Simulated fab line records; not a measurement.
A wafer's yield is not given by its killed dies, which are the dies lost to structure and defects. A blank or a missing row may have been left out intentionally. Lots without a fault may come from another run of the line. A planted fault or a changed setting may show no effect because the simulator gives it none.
Which of the tools did it? | flow sfq line | 14 lots, 42 wafers sampled, at 2 steps of a route of 325

## WHAT THE GAUGES SHOWED, per wafer
SFQ_M5_OVL_MEAS_932. Usual: for M5_OVL the level is 0 nm and the standard deviation is 5.6.
lot  | measured     | on         | M5_OVL (nm) | flag
L994 | day 60 18:49 | overlay-02 | 2 0 0       |
L995 | day 60 23:37 | overlay-02 | 4 3 6       |
L996 | day 61 02:01 | overlay-02 | -7 -1 -4    |
L997 | day 61 04:25 | overlay-02 | 3 3 -1      |
L998 | day 61 06:49 | overlay-01 | 4 2 1       |
L101 | day 61 21:13 | overlay-01 | 7 5 8       |
L104 | day 63 05:43 | overlay-02 | 3 4 -2      |
L106 | day 68 06:32 | overlay-02 | -8 -2 -2    |
L107 | day 68 10:08 | overlay-01 | 5 4 6       |
L111 | day 68 22:16 | overlay-01 | -4 2 3      |
L113 | day 73 06:30 | overlay-02 | -9 -9 -7    |
L115 | day 73 22:07 | overlay-02 | 2 3 7       |
L116 | day 74 01:43 | overlay-01 | -1 0 -3     |
L117 | day 74 04:06 | overlay-01 | -5 -6 -6    |

## EACH LOT AND THE TOOL THAT RAN IT (in order: tool; ch and the chambers of the sampled wafers; start)
lot  | SFQ_TRILAYER_I4_VIA_ETCH_VIA_ETCH_106
L994 | rie diel-01 ch 1,2,3, day 55 05:48
L995 | rie diel-03 ch 0,1, day 55 14:31
L996 | rie diel-01 ch 0,1,2, day 55 16:55
L997 | rie diel-03 ch 0,3, day 55 19:19
L998 | rie diel-01 ch 0,1, day 55 21:43
L101 | rie diel-01 ch 1,3, day 56 08:31
L104 | rie diel-01 ch 0,3, day 56 21:43
L106 | rie diel-01 ch 2,3, day 57 01:19
L107 | rie diel-03 ch 1,2,3, day 57 02:31
L111 | rie diel-03 ch 1,2, day 57 09:44
L113 | rie diel-01 ch 0,1,3, day 62 16:35
L115 | rie diel-02 ch 0,2,3, day 63 12:59
L116 | rie diel-03 ch 0,1,2, day 63 14:11
L117 | rie diel-01 ch 2,3, day 63 20:11
- SFQ_TRILAYER_I4_VIA_ETCH_VIA_ETCH_106: etches SiO2 in CHF3, stops on Nb, target depth 260 nm.

## AS READ BY THE TOOLS THEMSELVES (means over the sampled wafers that have a number; for cases with no such wafer, the mark the record gives instead)
SFQ_TRILAYER_I4_VIA_ETCH_VIA_ETCH_106. Usual: drypump motor current A 5.64 A, standard deviation 0.27; oes product au 0.854 a.u., standard deviation 0.0051; rf fwd power W 498.3 W, standard deviation 1.6.
lot  | tool        | drypump motor current A (A) | oes product au (a.u.) | rf fwd power W (W) | flag
L994 | rie diel-01 | 5.64                        | 0.856                 | 498.9              |
L995 | rie diel-03 | 5.70                        | 0.857                 | 498.2              |
L996 | rie diel-01 | 5.57                        | 0.852                 | 498.3              |
L997 | rie diel-03 | 5.85                        | 0.862                 | 498.7              |
L998 | rie diel-01 | 5.36                        | 0.854                 | 499.5              |
L101 | rie diel-01 | 5.39                        | 0.857                 | 499.6              |
L104 | rie diel-01 | 5.57                        | 0.853                 | 497.9              |
L106 | rie diel-01 | 5.89                        | 0.850                 | 500.1              |
L107 | rie diel-03 | 5.75                        | 0.852                 | 498.2              |
L111 | rie diel-03 | 5.62                        | 0.852                 | 499.6              |
L113 | rie diel-01 | 5.45                        | 0.860                 | 498.3              |
L115 | rie diel-02 | 5.58                        | 0.848                 | 498.0              |
L116 | rie diel-03 | 5.65                        | 0.852                 | 498.3              |
L117 | rie diel-01 | 5.80                        | 0.853                 | 497.5              |

## THE ANSWER, worked out from the rows above alone
Rule: a lot is off if the mean of its wafers that have a number lies more than 3 standard deviations from the usual mean. Also off: a lot with no number at a reading for which 4 or more lots have one. All remaining lots with rows at the step are treated as sound. The gauges are gone through in route order, then the tools' own readings, and for those a lot's mean is taken as printed above. At the first step where some lot is off, the reading lying furthest off is the one used; lots without a number count as furthest.
No lot is off at any reading shown: from this, nothing can be told.

## WHAT WAS PUT IN BY THE SIMULATOR
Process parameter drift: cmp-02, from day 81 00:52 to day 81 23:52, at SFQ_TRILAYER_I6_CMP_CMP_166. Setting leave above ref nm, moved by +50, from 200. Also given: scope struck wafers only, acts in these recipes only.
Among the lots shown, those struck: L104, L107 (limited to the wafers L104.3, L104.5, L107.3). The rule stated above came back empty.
